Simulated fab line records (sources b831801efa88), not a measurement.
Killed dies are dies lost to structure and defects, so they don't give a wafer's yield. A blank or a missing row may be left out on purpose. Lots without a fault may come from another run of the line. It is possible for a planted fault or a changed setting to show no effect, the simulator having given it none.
Comparing a struck lot with a sound one :: flow sky130 :: 15 steps out of a route of 708
Sound: the wafers L481.1, L481.3, L481.5. Struck: wafers L491.1, L491.3, L491.4. The cause is named last.
Per side, at each step with rows, come the tool, then ch with its chambers, and then its first start. Under that, the readings that differ: sound wafers :: struck wafers :: difference of the means :: sigmas: that difference in standard deviations of wafers without a fault.
alike: readings with means less than 2 such deviations apart, plus words and numbers identical on both sides. not compared: withheld readings, readings lacking a value on some wafer, bounds such as >300 that could conceal the same value, and numbers that have no deviation in the record and whose values overlap.
A row with sigmas, a row that says differs or no value, or rows on one side alone: a step with any of these is where the two part. Non-overlapping numbers with no deviation appear without sigmas and do not part them. A reading missing from all wafers of one side parts the sides only when that side holds two or more wafers.

first, 4 steps without rows for these wafers: SKY_PWDE_SOFTBAKE_03; SKY_PWDE_EXPOSE_04 (exposes mask PWDEM, target cd 840 nm); SKY_PWDE_PEB_05; SKY_PWDE_DEVELOP_06 (develop time 60 s).
SKY_PWDE_OVL_MEAS_07:
  sound on overlay-02, day 4 11:32; struck on overlay-02, day 6 17:43
  alike: PWDE_OVL
after that, 1 step had no rows for these wafers: SKY_PWDE_IMPLANT_08.
SKY_PWDE_STRIP_09: strips in O2/N2.
  sound on plasma-asher-02 ch 0,1, day 4 11:43; struck on plasma-asher-02 ch 0,1, day 6 17:54
  alike: drypump-motor-current-A, n2-flow-sccm, oes-product-au, strip-time-to-endpoint-s
  not compared: rf-hours-counter-h
SKY_PWDE_TW_MEAS_10:
  sound on film-metro-02, day 4 11:49; struck on film-metro-02, day 6 18:00
  alike: PWDE_TW
then, 4 steps without rows for these wafers: SKY_NWELL_DEHYDRATE_03 (time 60 s); SKY_NWELL_HMDS_04 (prime time 60 s); SKY_NWELL_COAT_05 (resist thk 3000 nm); SKY_NWELL_SOFTBAKE_06.
SKY_NWELL_EXPOSE_07: exposes mask NWM, target cd 840 nm.
  sound on iline-stepper-02 ch 0, day 4 20:29; struck on iline-stepper-01 ch 0, day 7 03:16
reading: exposure-dose-mJ-cm2
sound: 254.89 255.04 255.17
struck: 280.26 279.81 280.00
difference: +24.99
sigmas: +86
  alike: mask
after that, 1 step had no rows for these wafers: SKY_NWELL_PEB_08.
-- the record jumps here: 42 days lie between the struck wafers' starts before and after (it left off in module NWELL and takes up again in module PAD_OPEN, whose first step shown is number 708 of the route) --
SKY_PAD_OPEN_PROBE_99:
  sound on prober-02, day 46 03:30; struck on prober-02, day 48 15:24
reading: model.etest.res-nwell.width-nm (nm)
sound: 856.7 849 852.9
struck: 869.3 874.8 874.8
difference: +20.1
sigmas: 
  alike: killed_at_M0_to_M3, killed_at_M4_up, killed-at-contacts, killed-at-front-end, killed-at-other, killed-dies, killed-open, killed-short

## WHERE THEY PART
SKY_NWELL_EXPOSE_07 only, going by this record. Later steps at which nothing parts them and some readings are alike: SKY_PAD_OPEN_PROBE_99.

WHY: what had been put in by the simulator
Process parameters drifting: iline-stepper-01 at SKY_NWELL_EXPOSE_07, beginning at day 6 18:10. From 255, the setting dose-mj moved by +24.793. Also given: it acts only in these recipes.
